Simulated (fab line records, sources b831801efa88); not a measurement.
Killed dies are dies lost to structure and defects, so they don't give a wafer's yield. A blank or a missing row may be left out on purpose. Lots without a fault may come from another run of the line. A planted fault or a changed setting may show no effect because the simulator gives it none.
Which tool did it? | flow sfq_line | 7 lots, 21 wafers sampled, at 2 steps of a route of 325

WHAT THE GAUGES READ, wafer by wafer
SFQ_L0_RS_MEAS_901: measures by four-point-probe.
lot  | measured    | on            | L0_MONX_KI_RS (ohm/sq)
L104 | day 1 17:34 | film_metro-01 | 42.9 43.1 43.2
L107 | day 2 08:34 | film_metro-02 | 43.7 44.0 44.0
L109 | day 2 18:36 | film_metro-03 | 43.6 43.5 43.6
L115 | day 4 00:34 | film_metro-02 | 33.5 33.6 33.4
L120 | day 5 01:34 | film_metro-01 | 43.7 43.3 43.4
L123 | day 5 16:36 | film_metro-01 | 43.6 43.4 43.2
L126 | day 6 07:35 | film_metro-01 | 43.5 43.8 43.5

WHICH TOOL RAN EACH LOT (tool, then ch and the chambers of the sampled wafers, then the start)
lot  | SFQ_TRILAYER_L0_DEP_SPUTTER_003
L104 | pvd_sputter-04, day 1 17:29
L107 | pvd_sputter-03, day 2 08:29
L109 | pvd_sputter-04, day 2 18:29
L115 | pvd_sputter-04, day 4 00:29
L120 | pvd_sputter-06, day 5 01:29
L123 | pvd_sputter-03, day 5 16:29
L126 | pvd_sputter-06, day 6 07:29
- SFQ_TRILAYER_L0_DEP_SPUTTER_003: material MoNx KI, target thk 40 nm, time 100 s.

THE ANSWER, worked out from the rows above alone
Rule: what is usual is taken from the lots themselves. Put in order of their means at a reading, lots are off if they are a third of the lots or fewer, leave a main group of 4 or more, and stand apart from it by a gap of 3 or more times the standard deviation of the main group's means; of several such gaps the widest counts. A main group whose means are all the same, to the digits that the tables above print for the reading, isn't used. A lot without any number at a reading at which 4 lots or more have one is off too. The other lots that the step has rows for count as sound.
Off: L115, at SFQ_L0_RS_MEAS_901 (L0_MONX_KI_RS). The main group: mean 43.5 ohm/sq, standard deviation 0.25.
A tool fits if, at a process step before that reading, it ran every lot that is off, and no sound lot after the first of them. The gauges at SFQ_L0_RS_MEAS_901 are tried like those tools. Can't be told from this: 2 tools fit, pvd_sputter-04 at SFQ_TRILAYER_L0_DEP_SPUTTER_003, film_metro-02 at SFQ_L0_RS_MEAS_901.

WHAT THE SIMULATOR HAD PUT IN
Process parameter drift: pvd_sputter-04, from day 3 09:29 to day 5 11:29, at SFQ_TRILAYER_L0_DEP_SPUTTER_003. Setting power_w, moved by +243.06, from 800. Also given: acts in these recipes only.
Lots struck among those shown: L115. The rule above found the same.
